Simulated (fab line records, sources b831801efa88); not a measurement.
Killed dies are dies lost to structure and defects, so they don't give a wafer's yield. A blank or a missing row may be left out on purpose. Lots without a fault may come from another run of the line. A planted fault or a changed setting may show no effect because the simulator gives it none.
Which tool did it? | flow gf180mcu | 7 lots, 21 wafers sampled, at 4 steps of a route of 602

WHAT THE GAUGES READ, wafer by wafer
GF_TOP_METAL_CD_MEAS_14: target cd 440 nm.
lot  | measured     | on        | cd_nm (nm)
L594 | day 28 03:50 | cd_sem-01 | 445.5 442.0 441.1
L596 | day 29 00:25 | cd_sem-02 | 439.4 439.0 440.5
L600 | day 30 07:25 | cd_sem-02 | 440.0 442.7 442.0
L602 | day 30 17:43 | cd_sem-02 | 441.0 435.9 438.8
L607 | day 32 03:49 | cd_sem-01 | 438.7 439.4 440.6
L609 | day 32 18:13 | cd_sem-01 | 434.6 437.6 438.0
L616 | day 34 10:29 | cd_sem-01 | 439.7 439.6 440.1

WHICH TOOL RAN EACH LOT (tool, then ch and the chambers of the sampled wafers, then the start)
lot  | GF_POLY_GATE_CVD_00         | GF_V5_CMP_04                  | GF_V5_SPUTTER_21
L594 | lpcvd-02 ch 1, day 8 14:55  | cmp-01 ch 1,2, day 26 09:20   | pvd_sputter-03, day 27 06:46
L596 | lpcvd-01 ch 0, day 9 04:54  | cmp-02 ch 0,1,2, day 27 05:46 | pvd_sputter-04, day 28 03:20
L600 | lpcvd-01 ch 1, day 10 09:22 | cmp-01 ch 0,1, day 28 15:40   | pvd_sputter-01, day 29 12:01
L602 | lpcvd-02 ch 1, day 11 00:43 | cmp-01 ch 0,3, day 29 03:16   | pvd_sputter-01, day 29 22:56
L607 | lpcvd-01 ch 1, day 12 11:39 | cmp-02 ch 0,2,3, day 30 15:26 | pvd_sputter-04, day 31 10:38
L609 | lpcvd-01 ch 0, day 13 02:47 | cmp-02 ch 1,2,3, day 31 06:47 | pvd_sputter-03, day 32 00:49
L616 | lpcvd-02 ch 1, day 15 08:48 | cmp-02 ch 0,2,3, day 33 01:54 | pvd_sputter-01, day 33 18:43
- GF_POLY_GATE_CVD_00: deposits poly-Si, target thk 200 nm, time 1200 s.
- GF_V5_CMP_04: polishes SiO2.
- GF_V5_SPUTTER_21: material Ti, target thk 15 nm, time 80.02 s.

THE ANSWER, worked out from the rows above alone
Rule: what is usual is taken from the lots themselves. Put in order of their means at a reading, lots are off if they are a third of the lots or fewer, leave a main group of 4 or more, and stand apart from it by a gap of 3 or more times the standard deviation of the main group's means; of several such gaps the widest counts. A main group whose means are all the same, to the digits that the tables above print for the reading, isn't used. A lot without any number at a reading at which 4 lots or more have one is off too. The other lots that the step has rows for count as sound.
No lot is off at any reading shown: from this, nothing can be told.

WHAT THE SIMULATOR HAD PUT IN
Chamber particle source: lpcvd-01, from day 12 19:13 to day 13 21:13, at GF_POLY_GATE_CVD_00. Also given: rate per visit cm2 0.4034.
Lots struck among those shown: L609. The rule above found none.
